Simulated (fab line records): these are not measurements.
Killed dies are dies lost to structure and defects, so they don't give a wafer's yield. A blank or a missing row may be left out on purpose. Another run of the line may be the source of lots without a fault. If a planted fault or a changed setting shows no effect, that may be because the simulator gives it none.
Matching of chambers / flow sfq_line / rie_diel-03 running SFQ_TRILAYER_I7_VIA_ETCH_VIA_ETCH_190: 4 sister chambers
The step etches SiO2 in CHF3, stops on Nb, target depth 260 nm. 4 wafers are shown with their chamber, then 7 later ones without.

== EACH WAFER AND ITS CHAMBER ==
wafer=L136.4; chamber=0; drypump_motor_current_A (A)=6.5
wafer=L136.5; chamber=1; drypump_motor_current_A (A)=5.5
wafer=L141.1; chamber=3; drypump_motor_current_A (A)=5.0
wafer=L141.4; chamber=2; drypump_motor_current_A (A)=6.4

== WAFERS WHOSE CHAMBER IS MISSING ==
wafer=L141.5; drypump_motor_current_A (A)=6.4
wafer=L144.1; drypump_motor_current_A (A)=6.5
wafer=L144.2; drypump_motor_current_A (A)=5.0
wafer=L144.6; drypump_motor_current_A (A)=5.6
wafer=L150.2; drypump_motor_current_A (A)=5.0
wafer=L150.4; drypump_motor_current_A (A)=5.6
wafer=L150.5; drypump_motor_current_A (A)=5.0

== WHICH CHAMBER EACH ONE RAN IN ==
wafer=L141.5; from the rows above=can't be placed: 2 or 0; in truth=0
wafer=L144.1; from the rows above=can't be placed: 0 or 2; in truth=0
wafer=L144.2; from the rows above=3; in truth=3
wafer=L144.6; from the rows above=1; in truth=1
wafer=L150.2; from the rows above=3; in truth=3
wafer=L150.4; from the rows above=1; in truth=1
wafer=L150.5; from the rows above=3; in truth=3
Correct placement for 5 of the 7. From these rows, 2 cannot be placed; in 2 the true chamber is one of the candidates. Wrongly placed: 0.
How it was worked out, from the rows above alone: a wafer's distance from a chamber is the root of the sum, over the readings, of the square of ((its reading less the chamber's mean) divided by the reading's scatter). The wafer belongs to the nearest chamber; if the next one is less than 2 further off, it can't be placed. A chamber's mean is the mean of its shown wafers. The scatter: root of mean squared gap, hidden wafer to nearest shown wafer, with one shown wafer a chamber.
